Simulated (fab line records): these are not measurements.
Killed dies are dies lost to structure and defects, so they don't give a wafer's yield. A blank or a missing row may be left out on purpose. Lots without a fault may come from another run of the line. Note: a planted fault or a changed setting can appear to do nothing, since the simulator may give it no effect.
Chamber matching :: flow gf180mcu :: cmp-01 running GF_V4_CMP_04: 4 sister chambers
The step polishes SiO2. 4 wafers are shown with their chamber, then 7 later ones without.

WAFERS, EACH WITH ITS CHAMBER
wafer: L175.5
chamber: 3
motorCurrentA (A): 15.8

wafer: L176.5
chamber: 0
motorCurrentA (A): 12.2

wafer: L184.2
chamber: 2
motorCurrentA (A): 11.9

wafer: L184.3
chamber: 1
motorCurrentA (A): 11.6

WAFERS WITH NO CHAMBER GIVEN
wafer: L184.5
motorCurrentA (A): 12.0

wafer: L185.2
motorCurrentA (A): 11.6

wafer: L185.5
motorCurrentA (A): 16.0

wafer: L185.6
motorCurrentA (A): 12.2

wafer: L187.3
motorCurrentA (A): 12.3

wafer: L187.4
motorCurrentA (A): 11.9

wafer: L187.6
motorCurrentA (A): 12.4

THE CHAMBER EACH PASSED THROUGH
wafer: L184.5
from the rows above: can't be placed: 2 or 0
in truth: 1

wafer: L185.2
from the rows above: 1
in truth: 1

wafer: L185.5
from the rows above: 3
in truth: 3

wafer: L185.6
from the rows above: 0
in truth: 0

wafer: L187.3
from the rows above: 0
in truth: 0

wafer: L187.4
from the rows above: 2
in truth: 2

wafer: L187.6
from the rows above: 0
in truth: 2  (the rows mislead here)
Correctly placed: 5 of 7. Unplaceable from these rows: 1, with the true chamber sitting among the candidates in 0. Number placed wrongly: 1.
How it was worked out, from the rows above alone: a wafer's distance from a chamber is the root of the sum, over the readings, of the square of ((its reading less the chamber's mean) divided by the reading's scatter). The wafer belongs to the nearest chamber; if the next one is less than 2 further off, it can't be placed. Each chamber's mean is taken over the wafers shown for it. The scatter: root of mean squared gap, hidden wafer to nearest shown wafer, with one shown wafer a chamber.
